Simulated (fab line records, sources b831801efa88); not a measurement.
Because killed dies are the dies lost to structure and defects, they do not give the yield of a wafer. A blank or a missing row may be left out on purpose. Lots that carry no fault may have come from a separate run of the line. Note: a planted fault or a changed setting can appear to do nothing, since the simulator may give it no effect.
Which tool did it? :: flow gf180mcu :: 7 lots, 21 wafers sampled, at 2 steps of a route of 602

== WHAT EACH GAUGE READ, for each wafer ==
GF_HV_LDD_THK_MEAS_57.
lot: L684
measured: day 13 21:48
on: film metro-02
HV_LDD_CVD_56_THK (nm): 88.9 89.8 89.0

lot: L687
measured: day 15 02:27
on: film metro-01
HV_LDD_CVD_56_THK (nm): 89.5 89.8 90.2

lot: L689
measured: day 15 17:31
on: film metro-04
HV_LDD_CVD_56_THK (nm): 89.4 89.9 89.5

lot: L691
measured: day 16 07:02
on: film metro-01
HV_LDD_CVD_56_THK (nm): 89.2 89.3 89.6

lot: L693
measured: day 17 01:02
on: film metro-04
HV_LDD_CVD_56_THK (nm): 91.0 91.2 90.7

lot: L698
measured: day 18 16:08
on: film metro-04
HV_LDD_CVD_56_THK (nm): 88.4 89.1 89.3

lot: L703
measured: day 20 09:48
on: film metro-01
HV_LDD_CVD_56_THK (nm): 88.9 88.4 88.0

== EACH LOT AND THE TOOL THAT RAN IT (in order: tool; ch and the chambers of the sampled wafers; start) ==
lot: L684
GF_HV_LDD_STRIP_22: plasma asher-02 ch 0,1, day 12 01:37

lot: L687
GF_HV_LDD_STRIP_22: plasma asher-02 ch 0,1, day 13 02:50

lot: L689
GF_HV_LDD_STRIP_22: plasma asher-04 ch 0,1, day 13 19:07

lot: L691
GF_HV_LDD_STRIP_22: plasma asher-04 ch 0,1, day 14 06:35

lot: L693
GF_HV_LDD_STRIP_22: plasma asher-02 ch 0,1, day 14 23:19

lot: L698
GF_HV_LDD_STRIP_22: plasma asher-01 ch 0,1, day 16 13:59

lot: L703
GF_HV_LDD_STRIP_22: plasma asher-04 ch 0,1, day 18 04:38
- GF_HV_LDD_STRIP_22: strips in O2/N2.

== THE ANSWER, worked out from the rows above alone ==
Rule: the lots themselves supply what counts as usual. The widest of any qualifying gaps counts: lots, ordered by their means at a reading, are off when they make up no more than a third of the lots, leave a main group of 4 or more, and stand apart from it by 3 or more times the standard deviation of that group's means. A main group whose means are all the same, to the digits that the tables above print for the reading, isn't used. A lot without any number at a reading at which 4 lots or more have one is off too. Any other lot the step has rows for is counted as sound.
No lot is off on any of the readings shown, so nothing can be concluded from this.

== WHAT THE SIMULATOR HAD INSERTED ==
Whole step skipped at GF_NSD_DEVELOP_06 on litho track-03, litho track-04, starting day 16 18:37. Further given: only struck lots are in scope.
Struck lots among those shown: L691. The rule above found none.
